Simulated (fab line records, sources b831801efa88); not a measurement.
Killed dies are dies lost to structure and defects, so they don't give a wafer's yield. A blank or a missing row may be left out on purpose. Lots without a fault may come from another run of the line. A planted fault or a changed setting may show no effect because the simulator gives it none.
fab line records | flow sky130 | part 1 of 2: steps 1 to 31 of 41
record lots=5 wafers=15 last_day=50
route steps=708 shown LOCAL_INTERCONNECT@392 CONTACT@406
lots that met no fault: from a run of the same line without faults
start_h: hours from the record's first day to the start of the lot's first wafer shown | wait_h: hours since the lot's step before | " the same as in the row above | L1.1+2: a row that stands for several wafers | - no value, or no start given | * or withheld: withheld | < > ~ a bound
route shown NAME@n: a module of which the file shows steps, and the number in the route of the first | usual: mean/standard deviation of fault-free wafers | same: alike in all rows | chamber/n: place in a boat | sites: the reading at each site | _std_site: their standard deviation | _edge_site: outer sites' mean less inner sites' | radius_mm: how far each site lies from the wafer's centre | mask NAME#n: copy n | behind: the tool/chamber that last shaped the wafer | hold: why the lot was held/for how many hours/how that ended | device: the transistor (n, p or np) that didn't switch | end of line: the same wafers' tests at the end of the route | a step without rows: its recipe alone | killed: dies lost to structure and defects at the first sort, not the wafer's yield | map: a wafer's dies, x killed, . not, _ none there
set.NAME: the setting as run; set.NAME@STEP: as run at that earlier step | model.NAME: the simulator's own value behind a step, which no gauge read
lots at some steps of the route; a table a step, a row a wafer
services: from which hour (start_h, from the record's first day; less than 0 if before it) a tool's chamber was out of use, for how many hours, and why
## steps
# step SKY_LOCAL_INTERCONNECT_COAT_05
# recipe resist=BARC temp_c=withheld time_s=withheld spin_rpm=3000 resist_thk_nm=60
# columns lot.wafer tool chamber start_h wait_h
L078.2+3+4 litho_track-03 0 724.82 0.1
L084.4+5+6 litho_track-04 0 772.46 0.1
L085.1+3+4 litho_track-04 0 778.19 0.1
L093.1+2+3 litho_track-03 0 865.95 0.1
L097.1+2+3 litho_track-04 0 876.14 0.1
# step SKY_LOCAL_INTERCONNECT_COAT_06
# recipe resist=KrF-thick spin_rpm=3000 resist_thk_nm=450
# columns lot.wafer tool chamber start_h wait_h
L078.2+3+4 litho_track-03 0 - -
L084.4+5+6 litho_track-04 0 - -
L085.1+3+4 litho_track-04 0 - -
L093.1+2+3 litho_track-03 0 - -
L097.1+2+3 litho_track-04 0 - -
# step SKY_LOCAL_INTERCONNECT_SOFTBAKE_07
# recipe temp_c=100 time_s=90 resist=KrF-thick
# columns lot.wafer tool chamber start_h wait_h
L078.2+3+4 litho_track-03 0 - -
L084.4+5+6 litho_track-04 0 - -
L085.1+3+4 litho_track-04 0 - -
L093.1+2+3 litho_track-03 0 - -
L097.1+2+3 litho_track-04 0 - -
# step SKY_LOCAL_INTERCONNECT_EXPOSE_08
# recipe mask_id=LI1M na=0.8 source_shape=annular sigma_inner=0.55 sigma_outer=0.85 target_cd_nm=170 dose_mj=28
# columns lot.wafer tool chamber start_h wait_h mask
L078.2+3+4 krf_scanner-02 0 - - LI1M#0
L084.4+5+6 krf_scanner-01 0 - - LI1M#0
L085.1+3+4 krf_scanner-01 0 - - LI1M#0
L093.1+2+3 krf_scanner-02 0 - - LI1M#0
L097.1+2+3 krf_scanner-01 0 - - LI1M#0
# step SKY_LOCAL_INTERCONNECT_PEB_09
# recipe peb_temp_c=withheld peb_time_s=withheld resist=KrF-thick
# columns lot.wafer tool chamber start_h wait_h
L078.2+3+4 litho_track-01 0 - -
L084.4+5+6 litho_track-04 0 - -
L085.1+3+4 litho_track-04 0 - -
L093.1+2+3 litho_track-03 0 - -
L097.1+2+3 litho_track-03 0 - -
# step SKY_LOCAL_INTERCONNECT_DEVELOP_10
# recipe develop_time_s=60 resist=KrF-thick dev_temp_c=19.81
# columns lot.wafer tool chamber start_h wait_h
L078.2+3+4 litho_track-01 0 - -
L084.4+5+6 litho_track-04 0 - -
L085.1+3+4 litho_track-04 0 - -
L093.1+2+3 litho_track-03 0 - -
L097.1+2+3 litho_track-03 0 - -
# step SKY_LOCAL_INTERCONNECT_CD_MEAS_11
# recipe target_cd_nm=170
# usual cd_nm=170.3/1.3
# columns lot.wafer tool chamber start_h wait_h cd_nm
L078.2 cd_sem-01 - 737.70 - 169.3
L078.3 " - " " 169.0
L078.4 " - " " 170.2
L084.4 cd_sem-01 - 784.75 - 169.6
L084.5 " - " " 170.5
L084.6 " - " " 170.9
L085.1 cd_sem-01 - 791.14 - 168.9
L085.3 " - " " 169.6
L085.4 " - " " 168.6
L093.1 cd_sem-01 - 879.65 - 171.4
L093.2 " - " " 171.0
L093.3 " - " " 171.4
L097.1 cd_sem-02 - 889.25 - 170.9
L097.2 " - " " 171.2
L097.3 " - " " 172.3
# step SKY_LOCAL_INTERCONNECT_OVL_MEAS_12
# usual LOCAL_INTERCONNECT_OVL=1/5.4
# columns lot.wafer tool chamber start_h wait_h LOCAL_INTERCONNECT_OVL[nm]
L078.2 overlay-01 - 737.81 0.1 -1
L078.3 " - " " -1
L078.4 " - " " 4
L084.4 overlay-01 - 784.83 0.1 10
L084.5 " - " " 1
L084.6 " - " " 8
L085.1 overlay-01 - 791.26 0.1 10
L085.3 " - " " 8
L085.4 " - " " 0
L093.1 overlay-02 - 879.77 0.1 2
L093.2 " - " " 3
L093.3 " - " " 8
L097.1 overlay-02 - 889.37 0.1 -2
L097.2 " - " " 4
L097.3 " - " " 2
# step SKY_LOCAL_INTERCONNECT_ETCH_13
# recipe chemistry=N2/H2 target=BARC ion_energy_ev=200 bias_w=100 pressure_mtorr=30 n2_flow_sccm=100 h2_flow_sccm=200 icp_w=500 stop_on=SiO2 time_s=45.9 target_depth_a=600
# usual drypump_motor_current_A=5.5/0.55 he_backside_leak_sccm=3.23/0.15 oes_product_au=0.855/0.0046 throttle_valve_pct=13.225/0.0098
# columns lot.wafer tool chamber start_h wait_h drypump_motor_current_A he_backside_leak_sccm oes_product_au rf_hours_counter_h throttle_valve_pct
L078.2 rie_metal-01 1 737.84 0.0 5.8 3.17 0.846 3 13.225
L078.3 " 0 " " 5.1 3.22 0.857 - 13.233
L078.4 " 1 " " 5.8 2.79 0.850 - 13.216
L084.4 rie_metal-04 1 784.87 0.0 5.2 3.30 0.856 - 13.215
L084.5 " 1 " " 5.1 3.24 0.852 - 13.220
L084.6 " 0 " " 5.8 3.27 0.856 - 13.252
L085.1 rie_metal-01 1 791.30 0.0 5.8 3.57 0.857 6 13.220
L085.3 " 1 " " 5.8 3.28 0.847 - 13.233
L085.4 " 1 " " 5.8 3.53 0.848 - 13.235
L093.1 rie_metal-04 0 879.80 0.0 5.8 3.10 0.860 0 13.231
L093.2 " 1 " " 5.1 3.03 0.846 1 13.216
L093.3 " 0 " " 5.8 3.13 0.865 - 13.249
L097.1 rie_metal-04 1 889.40 0.0 5.2 3.42 0.848 2 13.230
L097.2 " 0 " " 5.9 3.06 0.853 1 13.227
L097.3 " 0 " " 5.8 2.78 0.852 - 13.226
# step SKY_LOCAL_INTERCONNECT_METAL_ETCH_14
# recipe target_depth_nm=110 stop_on=PSG chemistry=Cl2/BCl3 target=TiN resist_sidewall_deg=88 pressure_mtorr=10 icp_w=900 bias_w=48.5 Cl2_flow_sccm=60 bcl3_flow_sccm=30 time_s=31.4
# usual drypump_motor_current_A=5.5/0.56 he_backside_leak_sccm=3.23/0.19 oes_product_au=0.942/0.0072 throttle_valve_pct=21.899/0.01
# columns lot.wafer tool chamber start_h wait_h drypump_motor_current_A he_backside_leak_sccm oes_product_au rf_hours_counter_h throttle_valve_pct
L078.2 rie_metal-01 1 737.90 0.0 5.8 3.29 0.943 3 21.890
L078.3 " 0 " " 5.1 3.19 0.944 - 21.896
L078.4 " 1 " " 5.7 3.15 0.942 - 21.893
L084.4 rie_metal-04 1 784.93 0.0 5.2 3.31 0.938 - 21.910
L084.5 " 1 " " 5.2 3.53 0.946 - 21.905
L084.6 " 0 " " 5.9 2.99 0.935 - 21.890
L085.1 rie_metal-01 1 791.42 0.1 5.8 3.22 0.942 6 21.894
L085.3 " 1 " " 5.8 3.00 0.949 - 21.885
L085.4 " 1 " " 5.8 3.28 0.943 - 21.899
L093.1 rie_metal-04 0 879.87 0.0 5.9 3.02 0.939 0 21.898
L093.2 " 1 " " 5.2 3.01 0.939 1 21.893
L093.3 " 0 " " 5.8 3.08 0.926 - 21.895
L097.1 rie_metal-04 1 889.47 0.0 5.2 3.30 0.946 2 21.905
L097.2 " 0 " " 5.9 3.10 0.943 1 21.892
L097.3 " 0 " " 5.9 3.08 0.949 - 21.895
# step SKY_LOCAL_INTERCONNECT_STRIP_15
# recipe chemistry=O2/N2 power_w=1400 pressure_mtorr=1500 platen_temp_c=withheld o2_flow_sccm=3000 n2_flow_sccm=300 overash_fraction=0.5
# usual drypump_motor_current_A=5.8/0.36 oes_product_au=0.427/0.0047 strip_time_to_endpoint_s=4.720/0.017
# columns lot.wafer tool chamber start_h wait_h drypump_motor_current_A oes_product_au rf_hours_counter_h strip_time_to_endpoint_s
L078.2 plasma_asher-03 0 737.95 0.0 5.0 0.427 30 4.712
L078.3 " 0 " " 5.0 0.435 - 4.740
L078.4 " 1 " " 6.1 0.424 - 4.708
L084.4 plasma_asher-02 1 784.99 0.1 5.8 0.432 - 4.704
L084.5 " 1 " " 5.7 0.424 - 4.702
L084.6 " 0 " " 6.1 0.424 - 4.697
L085.1 plasma_asher-01 0 791.52 0.1 6.1 0.431 95 4.730
L085.3 " 1 " " 5.7 0.429 - 4.740
L085.4 " 0 " " 6.1 0.423 - 4.725
L093.1 plasma_asher-02 0 879.92 0.0 6.1 0.437 14 4.721
L093.2 " 1 " " 5.7 0.427 14 4.725
L093.3 " 1 " " 5.7 0.430 - 4.728
L097.1 plasma_asher-03 1 889.52 0.0 6.1 0.433 43 4.718
L097.2 " 0 " " 5.0 0.425 43 4.721
L097.3 " 1 " " 6.1 0.419 - 4.718
# step SKY_LOCAL_INTERCONNECT_STRIP_16
# recipe chemistry=post_etch_residue_remover time_s=1200 temp_c=72.5
# columns lot.wafer tool chamber start_h wait_h
L078.2+3+4 wet_bench-02 0 738.05 0.1
L084.4+5+6 wet_bench-03 1 785.06 0.0
L085.1+3+4 wet_bench-03 1 791.62 0.1
L093.1+2+3 wet_bench-03 2 880.02 0.1
L097.1+2+3 wet_bench-03 0 889.62 0.1
# step SKY_LOCAL_INTERCONNECT_CLEAN_17
# recipe chemistry=IPA time_s=180 temp_c=25
# columns lot.wafer tool chamber start_h wait_h
L078.2+3+4 wet_bench-03 3 738.40 0.0
L084.4+5+6 wet_bench-04 1 785.40 0.0
L085.1+3+4 wet_bench-03 2 792.37 0.0
L093.1+2+3 wet_bench-04 0 880.39 0.0
L097.1+2+3 wet_bench-04 1 889.99 0.0
# step SKY_LOCAL_INTERCONNECT_CLEAN_18
# recipe chemistry=O3/DIW dry=n2_spin
# columns lot.wafer tool chamber start_h wait_h
L078.2+3+4 wet_bench-04 2 738.52 0.0
L084.4+5+6 wet_bench-02 0 785.46 0.0
L085.1+3+4 wet_bench-03 3 792.50 0.0
L093.1+2+3 wet_bench-04 3 880.45 0.0
L097.1+2+3 wet_bench-02 1 890.05 0.0
# step SKY_CONTACT_CVD_00
# recipe material=Si3N4 target_thk_nm=75 temp_c=400 time_s=withheld rf_w=450
# usual heater_power_w=739/74 susceptor_temp_C=400.03/0.21
# columns lot.wafer tool chamber start_h wait_h heater_power_w susceptor_temp_C
L078.2 pecvd-02 1 738.62 0.0 640 400.00
L078.3 " 2 " " 644 399.94
L078.4 " 1 " " 639 400.14
L084.4 pecvd-02 2 785.58 0.0 644 399.94
L084.5 " 0 " " 705 400.01
L084.6 " 1 " " 676 400.37
L085.1 pecvd-04 1 792.68 0.0 758 400.37
L085.3 " 0 " " 833 400.02
L085.4 " 2 " " 789 399.93
L093.1 pecvd-04 2 880.55 0.0 682 400.20
L093.2 " 0 " " 839 400.32
L093.3 " 1 " " 702 400.13
L097.1 pecvd-04 0 890.15 0.0 833 399.63
L097.2 " 2 " " 756 399.97
L097.3 " 1 " " 683 400.09
# step SKY_CONTACT_THK_MEAS_01
# recipe reads=Si3N4_of_CONTACT_CVD_00
# usual CONTACT_CVD_00_THK=75.0/0.86
# columns lot.wafer tool chamber start_h wait_h CONTACT_CVD_00_THK[nm]
L078.2 film_metro-01 - 738.67 - 74.3
L078.3 " - " " 74.1
L078.4 " - " " 74.9
L084.4 film_metro-02 - 785.63 - 74.6
L084.5 " - " " 74.5
L084.6 " - " " 74.9
L085.1 film_metro-04 - 792.71 - 74.1
L085.3 " - " " 75.6
L085.4 " - " " 76.7
L093.1 film_metro-01 - 880.59 - 75.4
L093.2 " - " " 75.7
L093.3 " - " " 74.7
L097.1 film_metro-01 - 890.19 - 76.0
L097.2 " - " " 75.5
L097.3 " - " " 74.8
# step SKY_CONTACT_HDPCVD_02
# recipe material=SiO2 target_thk_nm=565 sigma_open_frac=0.3 time_s=94.2 temp_c=600 sih4_flow_sccm=60 pressure_mtorr=6
# usual susceptor_temp_C=600.0/0.34
# columns lot.wafer tool chamber start_h wait_h susceptor_temp_C
L078.2 hdpcvd-01 2 738.72 0.0 600.3
L078.3 " 0 " " 600.6
L078.4 " 2 " " 599.9
L084.4 hdpcvd-01 2 785.69 0.1 599.9
L084.5 " 0 " " 600.2
L084.6 " 1 " " 599.8
L085.1 hdpcvd-02 1 792.77 0.1 600.0
L085.3 " 0 " " 599.9
L085.4 " 1 " " 599.7
L093.1 hdpcvd-01 1 880.65 0.1 600.2
L093.2 " 0 " " 600.4
L093.3 " 2 " " 600.3
L097.1 hdpcvd-01 2 890.25 0.1 600.0
L097.2 " 0 " " 600.0
L097.3 " 1 " " 600.7
# step SKY_CONTACT_THK_MEAS_03
# recipe reads=SiO2_of_CONTACT_HDPCVD_02
# usual CONTACT_HDPCVD_THK=559/4.2
# columns lot.wafer tool chamber start_h wait_h CONTACT_HDPCVD_THK[nm]
L078.2 film_metro-01 - 738.80 0.0 554
L078.3 " - " " 555
L078.4 " - " " 556
L084.4 film_metro-02 - 785.76 0.0 556
L084.5 " - " " 558
L084.6 " - " " 562
L085.1 film_metro-04 - 792.84 0.0 562
L085.3 " - " " 558
L085.4 " - " " 559
L093.1 film_metro-01 - 880.72 0.0 564
L093.2 " - " " 559
L093.3 " - " " 557
L097.1 film_metro-04 - 890.32 0.0 554
L097.2 " - " " 564
L097.3 " - " " 561
# step SKY_CONTACT_CMP_04
# recipe material=SiO2 down_force_psi=4 platen_rpm=60 pad_velocity_m_s=0.94248
# usual motor_current_A=11.4/1 slurry_filter_dp_kPa=13.50/0.14 time_to_endpoint_s=81/3.5
# columns lot.wafer tool chamber start_h wait_h motor_current_A slurry_filter_dp_kPa time_to_endpoint_s
L078.2 cmp-02 3 738.85 0.0 12.5 13.59 77
L078.3 " 1 " " 10.3 13.52 81
L078.4 " 2 " " 11.5 13.59 83
L084.4 cmp-02 0 785.89 0.1 12.6 13.49 78
L084.5 " 2 " " 11.2 13.56 85
L084.6 " 3 " " 13.3 13.56 83
L085.3 cmp-02 0 792.90 0.0 12.9 13.45 85
L085.1 " 1 " " 11.0 13.58 86
L085.4 " 3 " " 13.7 13.23 85
L093.3 cmp-02 0 880.78 0.0 12.2 13.38 80
L093.2 " 1 " " 10.8 13.22 81
L093.1 " 2 " " 11.7 13.50 85
L097.2 cmp-01 3 890.48 0.1 10.9 13.45 82
L097.1 " 0 " " 10.8 13.80 79
L097.3 " 1 " " 10.2 13.20 82
# step SKY_CONTACT_BOW_MEAS_05
# recipe mode=bow
# usual CONTACT_BOW=79/6.3
# columns lot.wafer tool chamber start_h wait_h CONTACT_BOW[um]
L078.2 film_metro-04 - 739.17 0.3 85
L078.3 " - " " 84
L078.4 " - " " 75
L084.4 film_metro-02 - 786.15 0.2 77
L084.5 " - " " 82
L084.6 " - " " 82
L085.1 film_metro-04 - 793.20 0.2 74
L085.3 " - " " 75
L085.4 " - " " 73
L093.1 film_metro-02 - 881.08 0.1 72
L093.2 " - " " 86
L093.3 " - " " 79
L097.1 film_metro-04 - 890.78 0.2 87
L097.2 " - " " 88
L097.3 " - " " 77
# step SKY_CONTACT_DEHYDRATE_06
# recipe temp_c=200 time_s=60
# columns lot.wafer tool chamber start_h wait_h
L078.2+3+4 litho_track-02 0 752.46 13.3
L084.4+5+6 litho_track-04 0 798.56 12.4
L085.1+3+4 litho_track-03 0 805.15 11.9
L093.1+2+3 litho_track-02 0 893.14 12.0
L097.1+2+3 litho_track-02 0 903.39 12.6
# step SKY_CONTACT_HMDS_07
# recipe prime_time_s=60 prime_temp_c=120
# columns lot.wafer tool chamber start_h wait_h
L078.2+3+4 litho_track-02 0 752.61 0.1
L084.4+5+6 litho_track-04 0 798.71 0.1
L085.1+3+4 litho_track-03 0 805.30 0.1
L093.1+2+3 litho_track-02 0 893.29 0.1
L097.1+2+3 litho_track-02 0 903.54 0.1
# step SKY_CONTACT_COAT_08
# recipe resist=BARC temp_c=withheld time_s=withheld spin_rpm=3000 resist_thk_nm=60
# columns lot.wafer tool chamber start_h wait_h
L078.2+3+4 litho_track-02 0 752.76 0.1
L084.4+5+6 litho_track-04 0 798.86 0.1
L085.1+3+4 litho_track-03 0 805.45 0.1
L093.1+2+3 litho_track-02 0 893.44 0.1
L097.1+2+3 litho_track-02 0 903.69 0.1
# step SKY_CONTACT_COAT_09
# recipe resist=KrF-thick spin_rpm=3000 resist_thk_nm=444.3
# columns lot.wafer tool chamber start_h wait_h
L078.2+3+4 litho_track-02 0 - -
L084.4+5+6 litho_track-04 0 - -
L085.1+3+4 litho_track-03 0 - -
L093.1+2+3 litho_track-02 0 - -
L097.1+2+3 litho_track-02 0 - -
# step SKY_CONTACT_SOFTBAKE_10
# recipe temp_c=100 time_s=90 resist=KrF-thick
# columns lot.wafer tool chamber start_h wait_h
L078.2+3+4 litho_track-02 0 - -
L084.4+5+6 litho_track-04 0 - -
L085.1+3+4 litho_track-03 0 - -
L093.1+2+3 litho_track-02 0 - -
L097.1+2+3 litho_track-02 0 - -
# step SKY_CONTACT_EXPOSE_11
# recipe mask_id=CTM1 na=0.8 source_shape=annular sigma_inner=0.55 sigma_outer=0.85 target_cd_nm=170 dose_mj=38
# columns lot.wafer tool chamber start_h wait_h mask
L078.2+3+4 krf_scanner-02 0 - - CTM1#0
L084.4+5+6 krf_scanner-01 0 - - CTM1#0
L085.1+3+4 krf_scanner-02 0 - - CTM1#0
L093.1+2+3 krf_scanner-01 0 - - CTM1#0
L097.1+2+3 krf_scanner-02 0 - - CTM1#0
# step SKY_CONTACT_PEB_12
# recipe peb_temp_c=withheld peb_time_s=withheld resist=KrF-thick
# columns lot.wafer tool chamber start_h wait_h
L078.2+3+4 litho_track-02 0 - -
L084.4+5+6 litho_track-03 0 - -
L085.1+3+4 litho_track-04 0 - -
L093.1+2+3 litho_track-04 0 - -
L097.1+2+3 litho_track-03 0 - -
# step SKY_CONTACT_DEVELOP_13
# recipe develop_time_s=60 resist=KrF-thick dev_temp_c=21
# columns lot.wafer tool chamber start_h wait_h
L078.2+3+4 litho_track-02 0 - -
L084.4+5+6 litho_track-03 0 - -
L085.1+3+4 litho_track-04 0 - -
L093.1+2+3 litho_track-04 0 - -
L097.1+2+3 litho_track-03 0 - -
# step SKY_CONTACT_CD_MEAS_14
# recipe target_cd_nm=170
# usual cd_nm=170.1/1.4
# columns lot.wafer tool chamber start_h wait_h cd_nm
L078.2 cd_sem-02 - 766.01 - 169.9
L078.3 " - " " 170.2
L078.4 " - " " 169.5
L084.4 cd_sem-01 - 811.06 - 170.6
L084.5 " - " " 171.9
L084.6 " - " " 172.2
L085.1 cd_sem-02 - 818.14 - 172.1
L085.3 " - " " 172.4
L085.4 " - " " 171.2
L093.1 cd_sem-02 - 906.79 - 171.6
L093.2 " - " " 171.7
L093.3 " - " " 172.4
L097.1 cd_sem-01 - 916.70 - 169.7
L097.2 " - " " 170.2
L097.3 " - " " 169.4
# step SKY_CONTACT_OVL_MEAS_15
# usual CONTACT_OVL=1/5.3
# columns lot.wafer tool chamber start_h wait_h CONTACT_OVL[nm]
L078.2 overlay-01 - 766.11 0.1 -1
L078.3 " - " " 10
L078.4 " - " " 5
L084.4 overlay-02 - 811.13 0.1 -5
L084.5 " - " " 5
L084.6 " - " " -4
L085.1 overlay-02 - 818.26 0.1 -7
L085.3 " - " " -7
L085.4 " - " " -7
L093.1 overlay-01 - 906.91 0.1 1
L093.2 " - " " -1
L093.3 " - " " 3
L097.1 overlay-01 - 916.82 0.1 -6
L097.2 " - " " 1
L097.3 " - " " 3
# step SKY_CONTACT_ETCH_16
# recipe chemistry=N2/H2 target=BARC ion_energy_ev=200 source_w=500 bias_w=100 pressure_mtorr=30 n2_flow_sccm=100 h2_flow_sccm=200 stop_on=SiO2 time_s=45.9 target_depth_a=600
# usual drypump_motor_current_A=5.9/0.32 oes_product_au=0.854/0.0045 throttle_valve_pct=13.224/0.0094
# columns lot.wafer tool chamber start_h wait_h drypump_motor_current_A oes_product_au rf_hours_counter_h throttle_valve_pct
L078.2 rie_diel-01 2 766.14 0.0 6.2 0.851 4 13.207
L078.3 " 0 " " 5.5 0.856 7 13.228
L078.4 " 3 " " 5.6 0.849 5 13.237
L084.4 rie_diel-04 3 811.15 0.0 6.0 0.852 20 13.233
L084.5 " 2 " " 6.3 0.865 - 13.232
L084.6 " 3 " " 5.9 0.857 - 13.225
L085.1 rie_diel-01 0 818.30 0.0 5.5 0.855 9 13.226
L085.3 " 2 " " 6.2 0.855 5 13.228
L085.4 " 1 " " 6.1 0.852 9 13.221
L093.1 rie_diel-03 0 906.95 0.0 6.3 0.856 16 13.224
L093.2 " 1 " " 5.5 0.853 2 13.230
L093.3 " 2 " " 6.2 0.856 3 13.226
L097.1 rie_diel-03 2 916.85 0.0 6.2 0.863 3 13.207
L097.2 " 3 " " 6.0 0.853 9 13.232
L097.3 " 0 " " 6.4 0.856 17 13.237
